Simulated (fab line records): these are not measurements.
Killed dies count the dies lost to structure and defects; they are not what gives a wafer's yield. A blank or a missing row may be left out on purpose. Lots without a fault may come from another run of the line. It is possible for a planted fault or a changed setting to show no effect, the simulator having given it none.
Matching of chambers ; flow sky130 ; cmp-02 running SKY_FIELD_ISO_CMP_27: 4 sister chambers
The step polishes, stops on Si3N4, t overpolish 16 s, target thk 457.8 nm. 16 wafers are shown with their chamber, then 8 later ones without.

== WAFERS PAIRED WITH THEIR CHAMBERS ==
wafer;chamber;motor_current_A (A);slurry_filter_dp_kPa (kPa);time_to_endpoint_s (s)
L380.2;2;10.5;13.62;114
L380.3;1;11.6;13.45;116
L380.4;0;13.4;13.51;108
L382.1;0;13.2;13.41;105
L382.3;2;10.6;13.63;113
L382.5;0;12.9;13.29;108
L387.5;3;10.8;13.34;119
L387.6;0;13.7;13.62;116
L389.5;2;11.4;13.67;117
L389.6;3;11.0;13.58;109
L390.5;0;13.2;13.29;111
L390.6;3;10.4;13.60;112
L398.3;2;11.2;13.52;108
L398.4;0;13.3;13.73;108
L398.5;3;10.8;13.43;110
L401.1;2;10.6;13.72;106

SIGNATURES, as means of the wafers listed above
reading;chamber 0;chamber 1;chamber 2;chamber 3;scatter within a chamber
motor_current_A;13.283;11.600;10.860;10.750;0.318
slurry_filter_dp_kPa;13.4750;13.4500;13.6320;13.4875;0.138
time_to_endpoint_s;109.33;116.00;111.60;112.50;4.22
Rule: a wafer's distance from a chamber is the root of the sum, over the readings, of the square of ((its reading less the chamber's mean) divided by the reading's scatter). If the next closest chamber is less than 2 further off than the closest, the wafer can't be placed; otherwise it belongs to the closest. The scatter: take each reading less its chamber's mean, square it, sum over the shown wafers, divide by the number of wafers less the number of chambers, and take the root.

== WAFERS WHOSE CHAMBER IS MISSING ==
wafer;motor_current_A (A);slurry_filter_dp_kPa (kPa);time_to_endpoint_s (s)
L401.5;10.4;13.73;108
L401.6;10.4;13.47;109
L402.1;13.6;13.39;111
L402.3;10.6;13.50;114
L402.4;10.7;13.61;114
L403.3;11.1;13.52;109
L403.4;10.7;13.53;111
L403.6;10.3;13.64;110

== EACH ONE'S CHAMBER ==
wafer;from the rows above;in truth
L401.5;can't be placed: 2 or 3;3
L401.6;can't be placed: 3 or 2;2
L402.1;0;0
L402.3;can't be placed: 3 or 2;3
L402.4;can't be placed: 2 or 3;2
L403.3;can't be placed: 2 or 3 or 1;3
L403.4;can't be placed: 3 or 2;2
L403.6;can't be placed: 2 or 3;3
1 of 8 placed correctly. Not placeable from these rows: 7 (in 7, the candidates include the true chamber). Wrongly placed: 0.
